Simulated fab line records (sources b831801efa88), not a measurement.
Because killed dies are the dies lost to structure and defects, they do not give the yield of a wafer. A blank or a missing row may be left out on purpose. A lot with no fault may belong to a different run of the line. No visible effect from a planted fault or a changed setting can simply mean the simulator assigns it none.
fab line records | flow sky130
record: lots: 5 wafers: 15 last-day: 50
route steps=708 shown VIA3@575 METAL4@598
lots untouched by any fault: they come from a run of this same line in which no faults occurred
start-h: hours from the record's first day to the start of the lot's first wafer shown | wait-h: how many hours have passed since the lot's step before this one | " identical to the entry in the row above | L1.1+2: a single row standing in for several wafers | - no value present, or no start provided | * or withheld: withheld | < > ~ a bound
route shown NAME@n: a module of which the file shows steps, and the number in the route of the first | usual: mean/standard deviation taken from wafers without a fault | same: alike in all rows | chamber/n: place in a boat | sites: each site's reading | _std_site: their standard deviation | _edge_site: mean of outer sites minus mean of inner sites | radius-mm: how far each site lies from the wafer's centre | mask NAME#n: copy n | behind: the tool/chamber that last shaped the wafer | hold: cause of the lot's hold/its duration in hours/its outcome | device: whichever transistor did not switch (one of n, p or np) | end of line: the route-end tests of the same wafers | for a step that has no rows: nothing shown but its recipe | killed: the dies lost at the first sort to structure and to defects; this is not the yield of the wafer | map: dies across one wafer; x = killed, . = not, _ = none there
set.NAME: the run value of the setting; set.NAME@STEP: its run value at that earlier step | model.NAME: the simulator's own value behind a step, which no gauge read
a table for each step, a row for each wafer; lots at some steps of the route
services: a tool's chamber out of use, with start hour (start-h, from the record's first day; less than 0 if before it), hours out, and reason
== steps ==
step: SKY_VIA3_CMP_02
recipe: material: SiO2 down-force-psi: 4 platen-rpm: 60 pad-velocity-m-s: 0.94248
usual: motor-current-A: 12.1/0.85
columns lot.wafer tool chamber start-h wait-h motor-current-A
L075.4 cmp-02 1 907.12 0.0 11.5
L075.1 " 3 " " 13.1
L075.5 " 1 " " 11.5
L083.2 cmp-01 2 968.60 0.0 11.0
L083.1 " 3 " " 12.2
L083.6 " 2 " " 10.9
L084.1 cmp-01 3 988.10 0.1 12.6
L084.4 " 2 " " 10.6
L084.5 " 0 " " 11.1
L092.4 cmp-02 0 1029.29 0.1 12.1
L092.3 " 1 " " 11.6
L092.5 " 3 " " 13.0
L095.3 cmp-01 2 1044.20 0.1 10.8
L095.4 " 3 " " 12.2
L095.6 " 0 " " 11.1
step: SKY_VIA3_BOW_MEAS_03
recipe: mode: bow
usual: VIA3_BOW: 80/8.7
columns lot.wafer tool chamber start-h wait-h VIA3_BOW[um]
L075.1 film-metro-02 - 907.42 0.1 73
L075.4 " - " " 72
L075.5 " - " " 81
L083.1 film-metro-01 - 968.90 0.2 72
L083.2 " - " " 70
L083.6 " - " " 89
L084.1 film-metro-01 - 988.40 0.2 86
L084.4 " - " " 95
L084.5 " - " " 81
L092.3 film-metro-02 - 1029.53 0.1 74
L092.4 " - " " 79
L092.5 " - " " 59
L095.3 film-metro-01 - 1044.44 0.2 81
L095.4 " - " " 72
L095.6 " - " " 79
step: SKY_VIA3_DEHYDRATE_04
recipe: temp-c: 200 time-s: 60
columns lot.wafer tool chamber start-h wait-h
L075.1+4+5 litho-track-01 0 918.74 11.3
L083.1+2+6 litho-track-03 0 980.66 11.7
L084.1+4+5 litho-track-01 0 999.35 10.9
L092.3+4+5 litho-track-03 0 1039.61 10.1
L095.3+4+6 litho-track-01 0 1055.45 11.0
step: SKY_VIA3_HMDS_05
recipe: prime-time-s: 60 prime-temp-c: 120
columns lot.wafer tool chamber start-h wait-h
L075.1+4+5 litho-track-01 0 918.89 0.1
L083.1+2+6 litho-track-03 0 980.81 0.1
L084.1+4+5 litho-track-01 0 999.50 0.1
L092.3+4+5 litho-track-03 0 1039.76 0.1
L095.3+4+6 litho-track-01 0 1055.60 0.1
step: SKY_VIA3_COAT_06
recipe: resist: BARC temp-c: withheld time-s: withheld spin-rpm: 3000 resist-thk-nm: 60
columns lot.wafer tool chamber start-h wait-h
L075.1+4+5 litho-track-01 0 919.04 0.1
L083.1+2+6 litho-track-03 0 980.96 0.1
L084.1+4+5 litho-track-01 0 999.65 0.1
L092.3+4+5 litho-track-03 0 1039.91 0.1
L095.3+4+6 litho-track-01 0 1055.75 0.1
step: SKY_VIA3_COAT_07
recipe: resist: KrF-thick spin-rpm: 3000 resist-thk-nm: 450
columns lot.wafer tool chamber start-h wait-h
L075.1+4+5 litho-track-01 0 - -
L083.1+2+6 litho-track-03 0 - -
L084.1+4+5 litho-track-01 0 - -
L092.3+4+5 litho-track-03 0 - -
L095.3+4+6 litho-track-01 0 - -
step: SKY_VIA3_SOFTBAKE_08
recipe: temp-c: 100 time-s: 90 resist: KrF-thick
columns lot.wafer tool chamber start-h wait-h
L075.1+4+5 litho-track-01 0 - -
L083.1+2+6 litho-track-03 0 - -
L084.1+4+5 litho-track-01 0 - -
L092.3+4+5 litho-track-03 0 - -
L095.3+4+6 litho-track-01 0 - -
step: SKY_VIA3_EXPOSE_09
recipe: mask-id: VIM3 na: 0.8 source-shape: annular sigma-inner: 0.55 sigma-outer: 0.85 target-cd-nm: 200 dose-mj: 38
columns lot.wafer tool chamber start-h wait-h mask
L075.1+4+5 krf-scanner-01 0 - - VIM3#0
L083.1+2+6 krf-scanner-02 0 - - VIM3#0
L084.1+4+5 krf-scanner-02 0 - - VIM3#0
L092.3+4+5 krf-scanner-01 0 - - VIM3#0
L095.3+4+6 krf-scanner-02 0 - - VIM3#0
step: SKY_VIA3_PEB_10
recipe: peb-temp-c: withheld peb-time-s: withheld resist: KrF-thick
columns lot.wafer tool chamber start-h wait-h
L075.1+4+5 litho-track-01 0 - -
L083.1+2+6 litho-track-02 0 - -
L084.1+4+5 litho-track-01 0 - -
L092.3+4+5 litho-track-03 0 - -
L095.3+4+6 litho-track-01 0 - -
step: SKY_VIA3_DEVELOP_11
recipe: develop-time-s: 60 resist: KrF-thick dev-temp-c: 21
same: develop-time-s: 60
columns lot.wafer tool chamber start-h wait-h
L075.1+4+5 litho-track-01 0 - -
L083.1+2+6 litho-track-02 0 - -
L084.1+4+5 litho-track-01 0 - -
L092.3+4+5 litho-track-03 0 - -
L095.3+4+6 litho-track-01 0 - -
step: SKY_VIA3_CD_MEAS_12
recipe: target-cd-nm: 200
usual: cd-nm: 200.1/1.3
columns lot.wafer tool chamber start-h wait-h cd-nm
L075.1 cd-sem-02 - 931.84 - 201.7
L075.4 " - " " 201.0
L075.5 " - " " 201.2
L083.1 cd-sem-02 - 992.62 - 199.8
L083.2 " - " " 200.2
L083.6 " - " " 201.1
L084.1 cd-sem-02 - 1012.05 - 199.6
L084.4 " - " " 200.3
L084.5 " - " " 200.0
L092.3 cd-sem-01 - 1051.40 - 199.1
L092.4 " - " " 199.2
L092.5 " - " " 200.9
L095.3 cd-sem-01 - 1066.29 - 200.1
L095.4 " - " " 201.8
L095.6 " - " " 201.7
step: SKY_VIA3_OVL_MEAS_13
usual: VIA3_OVL: -3/5.6
columns lot.wafer tool chamber start-h wait-h VIA3_OVL[nm]
L075.1 overlay-02 - 931.96 0.1 6
L075.4 " - " " -4
L075.5 " - " " 6
L083.1 overlay-01 - 992.74 0.1 3
L083.2 " - " " -4
L083.6 " - " " -9
L084.1 overlay-02 - 1012.17 0.1 -6
L084.4 " - " " -10
L084.5 " - " " -9
L092.3 overlay-02 - 1051.50 0.1 -11
L092.4 " - " " -3
L092.5 " - " " -5
L095.3 overlay-02 - 1066.38 0.1 0
L095.4 " - " " 2
L095.6 " - " " -1
step: SKY_VIA3_ETCH_14
recipe: chemistry: N2/H2 target: BARC ion-energy-ev: 200 source-w: 500 bias-w: 100 pressure-mtorr: 30 n2-flow-sccm: 100 h2-flow-sccm: 200 stop-on: SiO2 time-s: 45.9 target-depth-a: 600
usual: drypump-motor-current-A: 5.9/0.38 oes-product-au: 0.855/0.0039 throttle-valve-pct: 13.225/0.0082
columns lot.wafer tool chamber start-h wait-h drypump-motor-current-A oes-product-au rf-hours-counter-h throttle-valve-pct
L075.1 rie-diel-03 0 932.00 0.0 6.2 0.852 14 13.220
L075.4 " 3 " " 6.5 0.850 4 13.218
L075.5 " 2 " " 5.6 0.857 - 13.215
L083.1 rie-diel-03 2 992.77 0.0 5.6 0.854 20 13.242
L083.2 " 3 " " 6.5 0.851 6 13.218
L083.6 " 3 " " 6.5 0.853 - 13.233
L084.1 rie-diel-04 1 1012.20 0.0 5.5 0.856 9 13.212
L084.4 " 2 " " 5.5 0.860 23 13.211
L084.5 " 0 " " 6.3 0.853 - 13.222
L092.3 rie-diel-03 3 1051.52 0.0 6.5 0.853 8 13.227
L092.4 " 3 " " 6.5 0.849 - 13.231
L092.5 " 0 " " 6.2 0.858 - 13.226
L095.3 rie-diel-04 2 1066.40 0.0 5.5 0.854 25 13.229
L095.4 " 0 " " 6.3 0.861 23 13.219
L095.6 " 0 " " 6.3 0.861 - 13.224
step: SKY_VIA3_ETCH_15
recipe: target: SiO2 chemistry: C4F8/O2/Ar target-depth-nm: 507 stop-on: TiN mask-material: KrF-thick source-w: 1500 bias-w: 1200 pressure-mtorr: 40 c4f8-flow-sccm: withheld O2_flow_sccm: 6 Ar_flow_sccm: 300 time-s: 78
usual: oes-product-au: 0.947/0.0047
columns lot.wafer tool chamber start-h wait-h oes-product-au rf-hours-counter-h
L075.1 rie-diel-03 0 932.04 0.0 0.943 14
L075.4 " 3 " " 0.951 4
L075.5 " 2 " " 0.953 -
L083.1 rie-diel-03 2 992.81 0.0 0.943 20
L083.2 " 3 " " 0.950 6
L083.6 " 3 " " 0.937 -
L084.1 rie-diel-04 1 1012.24 0.0 0.944 9
L084.4 " 2 " " 0.952 23
L084.5 " 0 " " 0.948 -
L092.3 rie-diel-03 3 1051.56 0.0 0.943 8
L092.4 " 3 " " 0.940 -
L092.5 " 0 " " 0.941 -
L095.3 rie-diel-04 2 1066.44 0.0 0.955 25
L095.4 " 0 " " 0.953 23
L095.6 " 0 " " 0.947 -
step: SKY_VIA3_STRIP_16
recipe: chemistry: O2/N2 power-w: 1400 pressure-mtorr: 1500 platen-temp-c: withheld o2-flow-sccm: 3000 n2-flow-sccm: 300 overash-fraction: 0.5
usual: drypump-motor-current-A: 5.6/0.31 oes-product-au: 0.402/0.0048 strip-time-to-endpoint-s: 4.13/0.033
columns lot.wafer tool chamber start-h wait-h drypump-motor-current-A oes-product-au rf-hours-counter-h strip-time-to-endpoint-s
L075.1 plasma-asher-02 1 932.10 0.0 5.8 0.400 86 4.15
L075.4 " 0 " " 6.0 0.415 - 4.15
L075.5 " 1 " " 5.8 0.401 - 4.15
L083.1 plasma-asher-03 0 992.87 0.0 5.3 0.407 26 4.16
L083.2 " 1 " " 5.3 0.401 26 4.16
L083.6 " 0 " " 5.3 0.404 - 4.17
L084.1 plasma-asher-03 0 1012.30 0.0 5.2 0.403 28 4.14
L084.4 " 0 " " 5.3 0.404 - 4.12
L084.5 " 1 " " 5.3 0.396 - 4.10
L092.3 plasma-asher-04 1 1051.65 0.1 5.9 0.401 - 4.17
L092.4 " 0 " " 5.2 0.400 - 4.16
L092.5 " 1 " " 5.9 0.410 - 4.15
L095.3 plasma-asher-02 0 1066.54 0.1 5.9 0.400 - 4.14
L095.4 " 1 " " 5.8 0.400 - 4.14
L095.6 " 1 " " 5.7 0.398 - 4.12
step: SKY_VIA3_STRIP_17
recipe: chemistry: post-etch-residue-remover time-s: 1200 temp-c: 72.5
usual: temp-c: 72.49/0.11
columns lot.wafer tool chamber start-h wait-h temp-c
L075.1 wet-bench-04 1 932.20 0.1 72.36
L075.4 " 1 " " 72.41
L075.5 " 1 " " 72.36
L083.1 wet-bench-04 3 992.97 0.1 72.54
L083.2 " 3 " " 72.44
L083.6 " 3 " " 72.53
L084.1 wet-bench-02 1 1012.40 0.1 72.32
L084.4 " 1 " " 72.48
L084.5 " 1 " " 72.58
L092.3 wet-bench-02 0 1051.72 0.0 72.87
L092.4 " 0 " " 72.50
L092.5 " 0 " " 72.68
L095.3 wet-bench-03 2 1066.60 0.0 72.44
L095.4 " 2 " " 72.36
L095.6 " 2 " " 72.47
step: SKY_VIA3_CLEAN_18
recipe: chemistry: IPA time-s: 180 temp-c: 25
usual: temp-c: 25.01/0.12
columns lot.wafer tool chamber start-h wait-h temp-c
L075.1 wet-bench-03 0 932.54 0.0 25.00
L075.4 " 0 " " 24.95
L075.5 " 0 " " 24.91
L083.1 wet-bench-02 2 993.32 0.0 24.98
L083.2 " 2 " " 25.00
L083.6 " 2 " " 25.00
L084.1 wet-bench-04 3 1012.78 0.0 24.88
L084.4 " 3 " " 25.04
L084.5 " 3 " " 24.88
L092.3 wet-bench-03 2 1052.06 0.0 25.08
L092.4 " 2 " " 25.10
L092.5 " 2 " " 25.13
L095.3 wet-bench-04 2 1066.95 0.0 25.03
L095.4 " 2 " " 25.01
L095.6 " 2 " " 24.90
step: SKY_VIA3_CLEAN_19
recipe: chemistry: O3/DIW dry: n2-spin
columns lot.wafer tool chamber start-h wait-h
L075.1+4+5 wet-bench-03 1 932.60 0.0
L083.1+2+6 wet-bench-03 1 993.37 0.0
L084.1+4+5 wet-bench-03 0 1012.83 0.0
L092.3+4+5 wet-bench-02 1 1052.12 0.0
L095.3+4+6 wet-bench-03 0 1067.06 0.0
step: SKY_VIA3_SPUTTER_20
recipe: material: TiN target-thk-nm: 20 chamber-pressure-pa: 5 power-w: 4000 time-s: 80
usual: throttle-valve-pct: 30.5/0.94
columns lot.wafer tool chamber start-h wait-h throttle-valve-pct
L075.1 pvd-sputter-04 - 932.69 0.0 32.1
L075.4 " - " " 29.9
L075.5 " - " " 32.1
L083.1 pvd-sputter-03 - 993.47 0.0 29.5
L083.2 " - " " 30.1
L083.6 " - " " 30.3
L084.1 pvd-sputter-01 - 1012.93 0.0 30.0
L084.4 " - " " 30.2
L084.5 " - " " 30.1
L092.3 pvd-sputter-04 - 1052.21 0.0 31.7
L092.4 " - " " 31.3
L092.5 " - " " 32.1
L095.3 pvd-sputter-04 - 1067.15 0.0 31.8
L095.4 " - " " 31.6
L095.6 " - " " 30.0
step: SKY_VIA3_CVD_21
recipe: material: W target-thk-nm: 390 time-s: 117.31 temp-c: 400 pressure-torr: 40
usual: heater-power-outer-w: 469/39 heater-power-w: 762/88 susceptor-temp-C: 399.97/0.22
columns lot.wafer tool chamber start-h wait-h heater-power-outer-w heater-power-w since-wet-clean-h susceptor-temp-C
L075.1 cvd-w-01 1 932.76 0.0 525 918 15 399.83
L075.4 " 1 " " 540 916 - 400.22
L075.5 " 1 " " 537 898 - 400.22
L083.1 cvd-w-01 1 993.53 0.0 527 895 76 399.48
L083.2 " 0 " " 442 680 76 400.17
L083.6 " 0 " " 447 674 - 400.15
L084.1 cvd-w-02 0 1012.99 0.0 436 700 609 399.66
L084.4 " 1 " " 446 727 - 399.98
L084.5 " 1 " " 443 755 - 400.05
L092.3 cvd-w-01 0 1052.32 0.1 425 679 - 400.08
L092.4 " 1 " " 540 909 - 400.08
L092.5 " 1 " " 529 903 - 399.74
L095.3 cvd-w-01 1 1067.26 0.1 540 906 - 400.04
L095.4 " 0 " " 440 669 - 400.16
L095.6 " 1 " " 543 931 - 399.80
step: SKY_VIA3_RS_MEAS_22
recipe: thk-meas-gauge: four-point-probe reads: W_of_VIA3_CVD_21+TiN_of_VIA3_SPUTTER_20
usual: VIA3_W_RS: 0.297/0.0043
columns lot.wafer tool chamber start-h wait-h VIA3_W_RS[ohm/sq]
L075.1 film-metro-01 - 932.88 0.1 0.300
L075.4 " - " " 0.302
L075.5 " - " " 0.300
L083.1 film-metro-02 - 993.65 0.1 0.305
L083.2 " - " " 0.302
L083.6 " - " " 0.298
L084.1 film-metro-04 - 1013.11 0.1 0.302
L084.4 " - " " 0.300
L084.5 " - " " 0.300
L092.3 film-metro-02 - 1052.44 0.1 0.297
L092.4 " - " " 0.302
L092.5 " - " " 0.300
L095.3 film-metro-02 - 1067.38 0.1 0.294
L095.4 " - " " 0.294
L095.6 " - " " 0.292
step: SKY_VIA3_THK_MEAS_23
recipe: thk-meas-gauge: xrf reads: W_of_VIA3_CVD_21
usual: VIA3_W_THK: 380/6.3
columns lot.wafer tool chamber start-h wait-h VIA3_W_THK[nm]
L075.1 film-metro-01 - 933.00 0.1 376
L075.4 " - " " 375
L075.5 " - " " 376
L083.1 film-metro-02 - 993.77 0.1 370
L083.2 " - " " 375
L083.6 " - " " 381
L084.1 film-metro-04 - 1013.23 0.1 370
L084.4 " - " " 375
L084.5 " - " " 376
L092.3 film-metro-02 - 1052.54 0.1 385
L092.4 " - " " 375
L092.5 " - " " 379
L095.3 film-metro-02 - 1067.48 0.1 383
L095.4 " - " " 383
L095.6 " - " " 386
step: SKY_VIA3_CMP_24
recipe: stop-on: SiO2 t-overpolish-s: 20 down-force-psi: 3.5 platen-rpm: 60 target-thk-nm: 0 pad-velocity-m-s: 0.94248
usual: motor-current-A: 11.2/0.8 overpolish-run-s: 20.000/0.0083 time-to-endpoint-s: 93/3.9
columns lot.wafer tool chamber start-h wait-h motor-current-A overpolish-run-s time-to-endpoint-s
L075.4 cmp-01 1 933.11 0.1 12.7 20.009 90
L075.1 " 2 " " 10.0 20.007 97
L075.5 " 1 " " 12.4 20.000 90
L083.2 cmp-02 3 993.83 0.0 12.1 20.014 88
L083.1 " 0 " " 11.2 19.996 89
L083.6 " 3 " " 12.1 20.001 86
L084.1 cmp-01 1 1013.29 0.1 11.8 20.005 87
L084.4 " 3 " " 11.6 19.998 93
L084.5 " 2 " " 10.0 19.998 99
L092.4 cmp-02 1 1052.63 0.1 11.1 19.996 97
L092.3 " 3 " " 12.1 19.998 89
L092.5 " 0 " " 11.3 20.010 97
L095.3 cmp-02 3 1067.67 0.2 11.9 20.005 93
L095.4 " 1 " " 10.5 20.011 103
L095.6 " 3 " " 12.3 20.008 91
step: SKY_METAL4_SPUTTER_00
recipe: material: Ti target-thk-nm: 15 power-w: 3000 time-s: 10 chamber-pressure-pa: 0.4
usual: throttle-valve-pct: 30.5/1.1
columns lot.wafer tool chamber start-h wait-h throttle-valve-pct
L075.1 pvd-sputter-02 - 933.36 0.1 29.7
L075.4 " - " " 29.9
L075.5 " - " " 32.4
L083.1 pvd-sputter-01 - 994.13 0.2 30.0
L083.2 " - " " 29.2
L083.6 " - " " 31.0
L084.1 pvd-sputter-04 - 1013.59 0.2 32.1
L084.4 " - " " 31.7
L084.5 " - " " 31.5
L092.3 pvd-sputter-02 - 1052.88 0.1 29.8
L092.4 " - " " 32.4
L092.5 " - " " 29.3
L095.3 pvd-sputter-01 - 1067.92 0.2 30.2
L095.4 " - " " 30.9
L095.6 " - " " 31.2
step: SKY_METAL4_SPUTTER_01
recipe: material: TiN target-thk-nm: 20 power-w: 6500 time-s: 16.7 chamber-pressure-pa: 0.4
usual: throttle-valve-pct: 30.5/1.1
columns lot.wafer tool chamber start-h wait-h throttle-valve-pct
L075.1 pvd-sputter-02 - 933.38 0.0 29.5
L075.4 " - " " 29.6
L075.5 " - " " 32.5
L083.1 pvd-sputter-01 - 994.15 0.0 30.3
L083.2 " - " " 29.0
L083.6 " - " " 31.0
L084.1 pvd-sputter-04 - 1013.61 0.0 32.1
L084.4 " - " " 31.6
L084.5 " - " " 31.6
L092.3 pvd-sputter-02 - 1052.90 0.0 29.8
L092.4 " - " " 32.3
L092.5 " - " " 29.2
L095.3 pvd-sputter-01 - 1067.94 0.0 30.4
L095.4 " - " " 31.0
L095.6 " - " " 30.9
== services ==
columns tool chamber start-h hours kind
pvd-sputter-04 - 891.01 0.6 repair
pvd-sputter-01 - 892.50 10.0 repair
cmp-02 - 892.55 1.7 repair
wet-bench-02 - 898.96 2.9 repair
cvd-w-01 - 904.00 14.0 pm
rie-diel-04 3 904.07 4.5 repair
cmp-02 - 909.06 1.4 repair
cmp-02 - 911.59 1.9 repair
cmp-01 - 912.00 4.0 pm
pvd-sputter-04 - 922.71 3.3 repair
pvd-sputter-01 - 924.79 6.6 repair
cmp-02 - 931.26 2.0 repair
cvd-w-01 - 940.42 6.0 pm
pvd-sputter-01 - 974.30 11.3 repair
rie-diel-03 0 992.67 10.2 repair
rie-diel-03 - 994.00 24.8 repair
cmp-02 - 1014.86 12.2 pm
rie-diel-03 - 1016.12 1.1 repair
rie-diel-03 - 1024.45 0.3 repair
pvd-sputter-04 - 1037.28 1.0 repair
cmp-02 - 1041.26 3.0 pm
rie-diel-03 2 1043.04 19.6 repair
cmp-01 - 1064.36 6.5 pm
rie-diel-03 2 1065.29 9.8 repair
== key ==
fault none
